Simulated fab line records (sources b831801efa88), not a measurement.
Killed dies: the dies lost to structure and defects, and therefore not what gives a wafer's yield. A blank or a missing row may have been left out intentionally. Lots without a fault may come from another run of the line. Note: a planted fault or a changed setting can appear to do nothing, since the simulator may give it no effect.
The tool behind it: which one? ; flow gf180mcu ; Sampling: 11 lots, 33 wafers, 5 of 602 route steps

== WHAT EACH GAUGE READ, for each wafer ==
GF_HV_LDD_TW_MEAS_23. Usual: HV_LDD_2_TW typically reads 1057, with standard deviation 16.
lot;measured;on;HV_LDD_2_TW;flag
L824;day 11 02:02;film-metro-01;1073 1073 1074;
L825;day 11 11:25;film-metro-04;1049 1051 1054;
L830;day 12 19:40;film-metro-02;1042 1043 1040;
L831;day 12 22:29;film-metro-01;1075 1076 1080;
L832;day 13 03:37;film-metro-02;1038 1029 1033;
L835;day 14 04:52;film-metro-04;789 789 785;OFF
L836;day 14 11:38;film-metro-02;1046 1048 1052;
L839;day 15 17:40;film-metro-04;1058 1055 1062;
L844;day 17 06:16;film-metro-02;1043 1038 1044;
L845;day 17 07:37;film-metro-01;1073 1075 1081;
L846;day 18 00:59;film-metro-02;1037 1037 1041;

== TOOL THAT RAN EACH LOT (tool first, then ch and the chambers of the sampled wafers, then the start) ==
lot;GF_STI_ETCH_14;GF_STI_STRIP_15;GF_HV_LDD_STRIP_10;GF_HV_LDD_STRIP_22
L824;rie-si-01 ch 0,1,3, day 2 01:13;plasma-asher-01 ch 0,1, day 2 01:17;plasma-asher-03 ch 0,1, day 10 07:25;plasma-asher-04 ch 0,1, day 11 01:55
L825;rie-si-02 ch 0,1,3, day 2 06:25;plasma-asher-02 ch 0,1, day 2 06:30;plasma-asher-04 ch 0,1, day 10 16:28;plasma-asher-04 ch 0,1, day 11 11:19
L830;rie-si-01 ch 0,2, day 3 09:19;plasma-asher-02 ch 0,1, day 3 09:23;plasma-asher-03 ch 0,1, day 11 23:11;plasma-asher-04 ch 0,1, day 12 19:34
L831;rie-si-02 ch 0,2,3, day 3 13:16;plasma-asher-04 ch 0,1, day 3 13:23;plasma-asher-03 ch 0,1, day 12 02:24;plasma-asher-04 ch 0,1, day 12 22:24
L832;rie-si-01 ch 0,2, day 3 18:52;plasma-asher-02 ch 0,1, day 3 18:56;plasma-asher-03 ch 0, day 12 07:13;plasma-asher-04 ch 0,1, day 13 03:31
L835;rie-si-02 ch 0,2,3, day 4 10:16;plasma-asher-02 ch 0,1, day 4 10:20;plasma-asher-03 ch 0,1, day 13 08:28;plasma-asher-04 ch 0,1, day 14 04:46
L836;rie-si-01 ch 1,3, day 4 15:13;plasma-asher-04 ch 0,1, day 4 15:17;plasma-asher-01 ch 1, day 13 14:55;plasma-asher-03 ch 0,1, day 14 11:31
L839;rie-si-02 ch 0,1, day 5 06:28;plasma-asher-02 ch 0, day 5 06:32;plasma-asher-01 ch 0,1, day 14 19:55;plasma-asher-04 ch 0,1, day 15 17:34
L844;rie-si-02 ch 0,1,2, day 6 08:19;plasma-asher-01 ch 0,1, day 6 08:23;plasma-asher-03 ch 0,1, day 16 06:28;plasma-asher-04 ch 0,1, day 17 06:10
L845;rie-si-01 ch 1,2, day 6 13:46;plasma-asher-01 ch 0, day 6 13:50;plasma-asher-04 ch 0,1, day 16 08:43;plasma-asher-04 ch 0,1, day 17 07:31
L846;rie-si-01 ch 1,2,3, day 6 21:37;plasma-asher-01 ch 0,1, day 6 21:41;plasma-asher-03 ch 0,1, day 17 01:50;plasma-asher-01 ch 0,1, day 18 00:53
- GF_STI_ETCH_14: etches Si in HBr/Cl2/O2, target depth 360 nm, time 102.9 s.
- GF_STI_STRIP_15: strips in O2/N2.
- GF_HV_LDD_STRIP_10: strips in O2/N2.
- GF_HV_LDD_STRIP_22: strips in O2/N2.

== AS READ BY THE TOOLS THEMSELVES (means over the sampled wafers that have a number; for cases with no such wafer, the mark the record gives instead) ==
GF_STI_ETCH_14. Usual: O2_flow_sccm 6.003 sccm, standard deviation 0.018; drypump-motor-current-A 5.8 A, standard deviation 0.52; he-backside-leak-sccm 2.86 sccm, standard deviation 0.29; oes-product-au 0.996 a.u., standard deviation 0.012; throttle-valve-pct 25.659 %, standard deviation 0.011.
lot;tool;O2_flow_sccm (sccm);drypump-motor-current-A (A);he-backside-leak-sccm (sccm);oes-product-au (a.u.);throttle-valve-pct (%);flag
L824;rie-si-01;6.016;5.7;2.74;0.995;25.658;
L825;rie-si-02;6.012;5.5;2.74;1.001;25.651;
L830;rie-si-01;6.026;5.9;2.68;0.995;25.664;
L831;rie-si-02;5.997;5.5;2.88;0.996;25.666;
L832;rie-si-01;6.019;5.9;2.67;0.989;25.662;
L835;rie-si-02;6.022;5.5;2.81;0.988;25.657;
L836;rie-si-01;6.004;5.5;2.79;1.000;25.651;
L839;rie-si-02;5.998;5.7;2.60;0.983;25.670;
L844;rie-si-02;5.995;5.7;2.80;0.989;25.663;
L845;rie-si-01;6.003;6.5;3.07;1.003;25.655;
L846;rie-si-01;5.998;6.0;2.92;1.000;25.655;

GF_STI_STRIP_15. Usual: drypump-motor-current-A 5.9 A, standard deviation 0.77; heater-power-w 327 W, standard deviation 25; oes-product-au 0.383 a.u., standard deviation 0.0046; strip-time-to-endpoint-s 3.71 s, standard deviation 0.042.
lot;tool;drypump-motor-current-A (A);heater-power-w (W);oes-product-au (a.u.);strip-time-to-endpoint-s (s);flag
L824;plasma-asher-01;6.1;348;0.383;3.73;
L825;plasma-asher-02;6.2;307;0.378;3.68;
L830;plasma-asher-02;6.2;314;0.384;3.75;
L831;plasma-asher-04;6.2;331;0.385;3.71;
L832;plasma-asher-02;6.1;310;0.384;3.75;
L835;plasma-asher-02;5.9;299;0.382;3.75;
L836;plasma-asher-04;6.1;332;0.383;3.70;
L839;plasma-asher-02;5.6;300;0.387;3.75;
L844;plasma-asher-01;5.5;331;0.386;3.74;
L845;plasma-asher-01;6.7;370;0.387;3.70;
L846;plasma-asher-01;5.6;327;0.377;3.65;

GF_HV_LDD_STRIP_10. Usual: drypump-motor-current-A 5.7 A, standard deviation 0.75; heater-power-w 334 W, standard deviation 18; oes-product-au 0.716 a.u., standard deviation 0.0049; strip-time-to-endpoint-s 12.64 s, standard deviation 0.037.
lot;tool;drypump-motor-current-A (A);heater-power-w (W);oes-product-au (a.u.);strip-time-to-endpoint-s (s);flag
L824;plasma-asher-03;5.4;339;0.719;12.62;
L825;plasma-asher-04;5.5;326;0.718;12.68;
L830;plasma-asher-03;5.6;329;0.719;12.63;
L831;plasma-asher-03;5.6;324;0.716;12.68;
L832;plasma-asher-03;5.2;347;0.713;12.64;
L835;plasma-asher-03;5.6;333;0.962;-;OFF
L836;plasma-asher-01;5.0;309;0.711;12.65;
L839;plasma-asher-01;6.1;350;0.715;12.61;
L844;plasma-asher-03;5.4;343;0.717;12.67;
L845;plasma-asher-04;6.1;336;0.716;12.65;
L846;plasma-asher-03;5.4;343;0.713;12.65;

GF_HV_LDD_STRIP_22. Usual: drypump-motor-current-A 5.8 A, standard deviation 0.85; heater-power-w 333 W, standard deviation 18; oes-product-au 0.716 a.u., standard deviation 0.0045; strip-time-to-endpoint-s 12.63 s, standard deviation 0.031.
lot;tool;drypump-motor-current-A (A);heater-power-w (W);oes-product-au (a.u.);strip-time-to-endpoint-s (s);flag
L824;plasma-asher-04;6.1;340;0.720;12.61;
L825;plasma-asher-04;6.1;331;0.713;12.59;
L830;plasma-asher-04;5.6;324;0.714;12.63;
L831;plasma-asher-04;6.1;329;0.715;12.61;
L832;plasma-asher-04;6.1;333;0.714;12.64;
L835;plasma-asher-04;6.1;337;0.713;13.14;OFF
L836;plasma-asher-03;5.6;328;0.717;12.64;
L839;plasma-asher-04;5.5;325;0.718;12.63;
L844;plasma-asher-04;5.6;323;0.717;12.59;
L845;plasma-asher-04;6.1;337;0.718;12.65;
L846;plasma-asher-01;5.6;325;0.718;12.65;

== THE ANSWER, worked out from the rows above alone ==
Rule: lot off if the mean of its wafers having a number is beyond 3 standard deviations from the usual mean. Also off: a lot with no number at a reading for which 4 or more lots have one. The other lots that the step has rows for count as sound. The gauges are gone through in route order, then the tools' own readings, and for those a lot's mean is taken as printed above. At the first step where some lot is off, the reading lying furthest off is the one used; lots without a number count as furthest.
Off: at GF_HV_LDD_TW_MEAS_23 (HV_LDD_2_TW), L835.
A tool fits if, at a process step before that reading, it ran every lot that is off, and no sound lot after the first of them. The gauges at GF_HV_LDD_TW_MEAS_23 aren't tried: what is off there is off at GF_HV_LDD_STRIP_10 too, on other tools, and a gauge's error can't cause that. None of those tried fits.

== WHAT THE SIMULATOR PUT IN ==
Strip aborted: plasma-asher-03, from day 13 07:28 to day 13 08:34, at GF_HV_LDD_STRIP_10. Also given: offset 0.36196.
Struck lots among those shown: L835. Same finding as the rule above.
